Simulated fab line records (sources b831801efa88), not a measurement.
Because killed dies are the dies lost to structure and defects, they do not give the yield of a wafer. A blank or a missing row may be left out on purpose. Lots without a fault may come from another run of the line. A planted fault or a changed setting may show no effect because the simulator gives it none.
A lot that was struck, set against a sound lot / flow gf180mcu / 44 steps out of a route of 602
Sound: wafers L895.3, L895.4, L895.5. Struck: wafer L901.3; the same lot's L901.4 was not struck, so it is left out; see the end for the cause.
Order at every step that has rows: each side's tool, ch and its chambers, its first start. Under that, the readings that differ: sound wafers / struck wafers / difference of the means / sigmas: that difference in standard deviations of wafers without a fault.
alike: readings with means less than 2 such deviations apart, plus words and numbers identical on both sides. not compared: withheld readings, readings lacking a value on some wafer, bounds such as >300 that could conceal the same value, and numbers that have no deviation in the record and whose values overlap.
The two part at a step that has a row with sigmas, a row that says differs or no value, or rows on one side only. Non-overlapping numbers with no deviation appear without sigmas and do not part them. Lack of a reading on every wafer of one side parts them only where that side has two or more wafers.

first, 2 steps without rows for these wafers: GF_V3_STRIP_19 (strips in post etch residue remover, time 1200 s); GF_V3_CLEAN_20 (cleans in DIW).
GF_V3_SPUTTER_21: material Ti, target thk 15 nm, time 80.02 s.
  struck on pvd sputter-03, day 24 16:33; sound on pvd sputter-01, day 22 17:55
  alike: throttle valve pct
then, 2 steps without rows for these wafers: GF_V3_SPUTTER_22 (material TiN, target thk 10 nm, time 40 s); GF_V3_CVD_23 (deposits W, target thk 350 nm, time 104.9 s).
GF_V3_RS_MEAS_24: uses a four-point probe to measure.
  struck on film metro-04, day 24 16:48; sound on film metro-03, day 22 18:11
  alike: V3_W_RS
GF_V3_THK_MEAS_25: measures by xrf.
  struck on film metro-04, day 24 16:54; sound on film metro-03, day 22 18:17
  alike: V3_W_THK
GF_V3_CMP_26: polishes, stops on SiO2, t overpolish 15 s, target thk 0 nm.
  sound on cmp-01 ch 0,1,3, day 22 18:22; struck on cmp-01 ch 0, day 24 16:56
  alike: motor current A, overpolish run s, time to endpoint s
GF_M4_SPUTTER_00: material Ti, target thk 37.5 nm, time 150 s.
  struck on pvd sputter-02, day 24 17:14; sound on pvd sputter-02, day 22 18:37
  alike: throttle valve pct
GF_M4_SPUTTER_01: material TiN, target thk 30 nm, time 25 s.
  struck on pvd sputter-02, day 24 17:20; sound on pvd sputter-02, day 22 18:43
  alike: throttle valve pct
then, 2 steps without rows for these wafers: GF_M4_SPUTTER_02 (material AlCu, target thk 450 nm, time 23.9 s); GF_M4_SPUTTER_03 (material Ti, target thk 10 nm, time 6.7 s).
GF_M4_SPUTTER_04: material TiN, target thk 50 nm, time 41.7 s.
  struck on pvd sputter-02, day 24 17:25; sound on pvd sputter-02, day 22 18:48
reading=model.TiN_of_M4_SPUTTER_04.thk nm (nm); sound=50.3 50.41 51.05; struck=49.35; difference=-1.24; sigmas=
  alike: throttle valve pct
GF_M4_RS_MEAS_05: uses a four-point probe to measure.
  struck on film metro-01, day 24 17:30; sound on film metro-03, day 22 18:53
  alike: M4_ALCU_RS
GF_M4_THK_MEAS_06: measures by xrf.
  struck on film metro-01, day 24 17:36; sound on film metro-03, day 22 18:59
  alike: M4_ALCU_THK
then, 7 steps without rows for these wafers: GF_M4_DEHYDRATE_07 (time 60 s); GF_M4_HMDS_08 (prime time 60 s); GF_M4_COAT_09 (resist thk 1000 nm); GF_M4_SOFTBAKE_10 (time 60 s); GF_M4_EXPOSE_11 (exposes mask Metal4, target cd 280 nm); GF_M4_PEB_12 (peb time 90 s); GF_M4_DEVELOP_13 (develop time 60 s).
GF_M4_CD_MEAS_14: target cd 280 nm.
  struck on cd sem-02, day 25 15:17; sound on cd sem-02, day 23 17:13
  alike: cd nm
GF_M4_OVL_MEAS_15:
  struck on overlay-01, day 25 15:23; sound on overlay-02, day 23 17:18
  alike: M4_OVL
then, 1 step without rows for these wafers: GF_M4_METAL_ETCH_16 (etches the open film in Cl2/BCl3, stops on SiO2, target depth 750.8 nm, time 125.1 s).
GF_M4_STRIP_17: strips in O2/N2.
  sound on plasma asher-04 ch 0,1, day 23 17:29; struck on plasma asher-04 ch 1, day 25 15:34
  alike: drypump motor current A, heater power w, n2 flow sccm, oes product au, strip time to endpoint s
  not compared: rf hours counter h
then, 3 steps without rows for these wafers: GF_M4_STRIP_18 (strips in post etch residue remover, time 1200 s); GF_M4_CLEAN_19 (cleans in DIW); GF_V4_CVD_00 (deposits SiO2, target thk 600 nm, time 100 s).
GF_V4_THK_MEAS_01:
  struck on film metro-04, day 25 16:10; sound on film metro-03, day 23 18:05
  alike: V4_CVD_00_THK
then, 1 step without rows for these wafers: GF_V4_CVD_02 (deposits SiO2 from TEOS, target thk 850 nm, time 94.851 s).
GF_V4_THK_MEAS_03:
  struck on film metro-02, day 25 16:17; sound on film metro-04, day 23 18:14
  alike: V4_CVD_02_THK
then, 1 step without rows for these wafers: GF_V4_CMP_04 (polishes SiO2).
GF_V4_BOW_MEAS_05:
  struck on film metro-03, day 25 16:40; sound on film metro-02, day 23 18:37
  alike: V4_BOW
then, 8 steps without rows for these wafers: GF_V4_DEHYDRATE_06 (time 60 s); GF_V4_HMDS_07 (prime time 60 s); GF_V4_COAT_08; GF_V4_COAT_09 (resist thk 1000 nm); GF_V4_SOFTBAKE_10 (time 60 s); GF_V4_EXPOSE_11 (exposes mask Via4, target cd 260 nm); GF_V4_PEB_12 (peb time 90 s); GF_V4_DEVELOP_13 (develop time 60 s).
GF_V4_STRIP_19: strips in post etch residue remover, time 1200 s.
  sound on wet bench-02 ch 3, day 24 17:07; struck on wet bench-04 ch 2, day 26 14:52
reading=model.TiN_of_M4_SPUTTER_04.thk nm (nm); sound=49.45 49.57 50.21; struck=48.51; difference=-1.23; sigmas=
  alike: bath guard temp C
GF_PASSIVATION_PROBE_99:
  the record has rows for the sound wafers here (prober-02, day 29 08:52) and none for the struck ones

WHERE THEY PART
Only at GF_PASSIVATION_PROBE_99, as far as this record shows.

WHY: what had been put in by the simulator
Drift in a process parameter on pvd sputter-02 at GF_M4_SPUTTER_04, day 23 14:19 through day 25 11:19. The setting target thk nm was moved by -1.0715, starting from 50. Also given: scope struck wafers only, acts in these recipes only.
